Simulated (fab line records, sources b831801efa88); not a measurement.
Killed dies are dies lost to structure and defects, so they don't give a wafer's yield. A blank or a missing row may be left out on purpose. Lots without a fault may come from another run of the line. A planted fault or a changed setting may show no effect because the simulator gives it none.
Which tool did it? | flow sky130 | 11 lots, 33 wafers sampled, at 7 steps of a route of 708

WHAT THE GAUGES READ, wafer by wafer
SKY_FIELD_ISO_THK_MEAS_23.
lot  | measured    | on            | FIELD_ISO_OXIDATION_01_THK (nm)
L890 | day 2 12:06 | film_metro-03 | 9.87 9.89 9.96
L893 | day 3 05:14 | film_metro-03 | 9.77 9.72 9.97
L901 | day 4 20:49 | film_metro-03 | 10.11 10.02 10.16
L902 | day 5 04:49 | film_metro-03 | 10.05 10.19 10.20
L904 | day 5 13:27 | film_metro-02 | 10.08 10.00 9.94
L905 | day 5 17:23 | film_metro-02 | 10.12 10.16 10.11
L906 | day 6 00:03 | film_metro-03 | 10.22 10.01 10.18
L907 | day 6 05:34 | film_metro-01 | 10.12 10.06 10.19
L909 | day 6 16:29 | film_metro-03 | 10.01 10.20 10.06
L911 | day 7 02:09 | film_metro-03 | 10.12 10.19 9.88
L912 | day 7 06:37 | film_metro-02 | 10.10 9.98 10.07

SKY_PWDE_TW_MEAS_10.
lot  | measured    | on            | PWDE_TW
L890 | day 4 01:28 | film_metro-01 | 376 375 375
L893 | day 4 19:19 | film_metro-04 | 370 369 370
L901 | day 6 14:49 | film_metro-02 | 380 381 381
L902 | day 6 23:28 | film_metro-02 | 379 380 379
L904 | day 7 08:40 | film_metro-01 | 376 376 374
L905 | day 7 12:08 | film_metro-02 | 380 378 381
L906 | day 7 18:28 | film_metro-02 | 380 380 381
L907 | day 8 04:31 | film_metro-02 | 378 380 378
L909 | day 8 14:26 | film_metro-02 | 378 378 378
L911 | day 9 02:31 | film_metro-02 | 381 378 379
L912 | day 9 20:36 | film_metro-04 | 372 373 370

SKY_VT_ADJUST_HVTP_CD_MEAS_07: target cd 380 nm.
lot  | measured     | on        | cd_nm (nm)
L890 | day 6 07:07  | cd_sem-01 | 377.6 376.3 379.3
L893 | day 7 02:50  | cd_sem-01 | - - -
L901 | day 9 04:38  | cd_sem-01 | 377.6 376.7 378.7
L902 | day 9 14:35  | cd_sem-02 | 385.8 385.6 384.6
L904 | day 9 22:17  | cd_sem-01 | 381.8 382.4 384.6
L905 | day 10 14:17 | cd_sem-01 | 379.8 379.2 380.2
L906 | day 10 16:28 | cd_sem-02 | 377.0 378.2 378.5
L907 | day 10 20:57 | cd_sem-01 | 375.9 375.5 375.4
L909 | day 11 15:03 | cd_sem-01 | 383.1 382.0 380.3
L911 | day 11 18:44 | cd_sem-01 | 376.1 377.1 378.5
L912 | day 12 13:16 | cd_sem-01 | 380.7 383.8 381.4

SKY_VT_ADJUST_HVTP_TW_MEAS_11.
lot  | measured     | on            | VT_ADJUST_HVTP_TW
L890 | day 6 07:31  | film_metro-02 | 1368 1368 1358
L893 | day 7 03:14  | film_metro-04 | 30 30 30
L901 | day 9 05:02  | film_metro-02 | 1373 1374 1369
L902 | day 9 21:32  | film_metro-03 | 1360 1352 1348
L904 | day 9 23:47  | film_metro-04 | 1329 1336 1340
L905 | day 10 14:41 | film_metro-03 | 1360 1358 1360
L906 | day 10 16:52 | film_metro-04 | 1335 1335 1334
L907 | day 10 21:22 | film_metro-04 | 1328 1334 1336
L909 | day 11 15:27 | film_metro-03 | 1359 1357 1360
L911 | day 11 19:08 | film_metro-04 | 1340 1335 1333
L912 | day 12 13:40 | film_metro-03 | 1367 1369 1365

SKY_VT_ADJUST_LVTN_TW_MEAS_10.
lot  | measured     | on            | VT_ADJUST_LVTN_TW
L890 | day 7 03:03  | film_metro-01 | 241.4 240.6 240.3
L893 | day 7 23:25  | film_metro-03 | 1353.1 1358.7 1356.5
L901 | day 9 23:49  | film_metro-01 | 242.9 240.5 240.6
L902 | day 10 15:31 | film_metro-04 | 238.4 237.0 236.7
L904 | day 10 21:31 | film_metro-03 | 242.8 242.1 243.0
L905 | day 11 13:32 | film_metro-04 | 236.4 235.6 236.7
L906 | day 11 15:53 | film_metro-01 | 239.0 239.6 237.8
L907 | day 11 20:54 | film_metro-01 | 237.9 239.4 238.0
L909 | day 12 15:11 | film_metro-03 | 243.1 243.5 242.8
L911 | day 12 18:49 | film_metro-03 | 241.9 243.4 242.0
L912 | day 13 15:01 | film_metro-01 | 238.3 238.3 238.0

WHICH TOOL RAN EACH LOT (tool, then ch and the chambers of the sampled wafers, then the start)
lot  | SKY_NWELL_RTA_28                 | SKY_VT_ADJUST_HVTP_EXPOSE_04
L890 | rtp_anneal-02 ch 0, day 5 12:56  | iline_stepper-02 ch 0, day 5 21:57
L893 | rtp_anneal-02 ch 0, day 6 07:50  | iline_stepper-02 ch 0, day 6 17:31
L901 | rtp_anneal-02 ch 0, day 8 06:55  | iline_stepper-02 ch 0, day 8 18:01
L902 | rtp_anneal-02 ch 0, day 8 17:02  | iline_stepper-02 ch 0, day 9 04:34
L904 | rtp_anneal-02 ch 0, day 9 04:20  | iline_stepper-01 ch 0, day 9 15:58
L905 | rtp_anneal-01 ch 0, day 9 20:41  | iline_stepper-02 ch 0, day 10 01:52
L906 | rtp_anneal-01 ch 0, day 9 21:40  | iline_stepper-01 ch 0, day 10 04:28
L907 | rtp_anneal-01 ch 0, day 9 23:20  | iline_stepper-02 ch 0, day 10 09:34
L909 | rtp_anneal-02 ch 0, day 10 15:38 | iline_stepper-02 ch 0, day 11 02:08
L911 | rtp_anneal-01 ch 0, day 10 19:17 | iline_stepper-01 ch 0, day 11 06:27
L912 | rtp_anneal-01 ch 0, day 11 13:31 | iline_stepper-01 ch 0, day 12 00:41
- SKY_NWELL_RTA_28: time 30 s.
- SKY_VT_ADJUST_HVTP_EXPOSE_04: exposes mask HVTPM, target cd 380 nm.

WHAT THE TOOLS THEMSELVES READ (means of the sampled wafers that have a number; where no wafer has one, the mark that the record gives instead)
SKY_NWELL_RTA_28.
lot  | tool          | lamp_power_pct (%) | ramp_up_c_per_s | wafer_temp_C_max
L890 | rtp_anneal-02 | 25.30              | 150.02          | 1054.9
L893 | rtp_anneal-02 | 25.35              | 150.00          | 1055.5
L901 | rtp_anneal-02 | 25.36              | 150.00          | 1054.3
L902 | rtp_anneal-02 | 25.33              | 150.02          | 1054.7
L904 | rtp_anneal-02 | 25.30              | 150.02          | 1054.7
L905 | rtp_anneal-01 | 25.30              | 150.02          | 1054.5
L906 | rtp_anneal-01 | 25.28              | 150.02          | 1055.0
L907 | rtp_anneal-01 | 25.30              | 150.00          | 1054.2
L909 | rtp_anneal-02 | 25.29              | 150.00          | 1054.2
L911 | rtp_anneal-01 | 25.33              | 150.00          | 1055.3
L912 | rtp_anneal-01 | 25.29              | 149.98          | 1055.0

SKY_VT_ADJUST_HVTP_EXPOSE_04.
lot  | tool             | exposure_dose_mJ_cm2
L890 | iline_stepper-02 | 140.07
L893 | iline_stepper-02 | 139.96
L901 | iline_stepper-02 | 139.91
L902 | iline_stepper-02 | 140.06
L904 | iline_stepper-01 | 139.98
L905 | iline_stepper-02 | 139.95
L906 | iline_stepper-01 | 140.05
L907 | iline_stepper-02 | 139.83
L909 | iline_stepper-02 | 140.04
L911 | iline_stepper-01 | 139.94
L912 | iline_stepper-01 | 139.90

THE ANSWER, worked out from the rows above alone
Rule: what is usual is taken from the lots themselves. Put in order of their means at a reading, lots are off if they are a third of the lots or fewer, leave a main group of 4 or more, and stand apart from it by a gap of 3 or more times the standard deviation of the main group's means; of several such gaps the widest counts. A main group whose means are all the same, to the digits that the tables above print for the reading, isn't used. A lot without any number at a reading at which 4 lots or more have one is off too. The other lots that the step has rows for count as sound. The gauges are gone through in route order, then the tools' own readings, and for those a lot's mean is taken as printed above. The first step at which some lot is off is used, and at that step the reading that is off furthest; a lot without a number counts as furthest.
Off: L893, at SKY_VT_ADJUST_HVTP_CD_MEAS_07 (cd_nm). Without a number there: L893. The main group: mean 379.8 nm, standard deviation 2.9.
A tool fits if, at a process step before that reading, it ran every lot that is off, and no sound lot after the first of them. The gauges at SKY_VT_ADJUST_HVTP_CD_MEAS_07 aren't tried: what is off there is off at SKY_VT_ADJUST_HVTP_TW_MEAS_11 too, on other tools, and a gauge's error can't cause that. None of those tried fits.

WHAT THE SIMULATOR HAD PUT IN
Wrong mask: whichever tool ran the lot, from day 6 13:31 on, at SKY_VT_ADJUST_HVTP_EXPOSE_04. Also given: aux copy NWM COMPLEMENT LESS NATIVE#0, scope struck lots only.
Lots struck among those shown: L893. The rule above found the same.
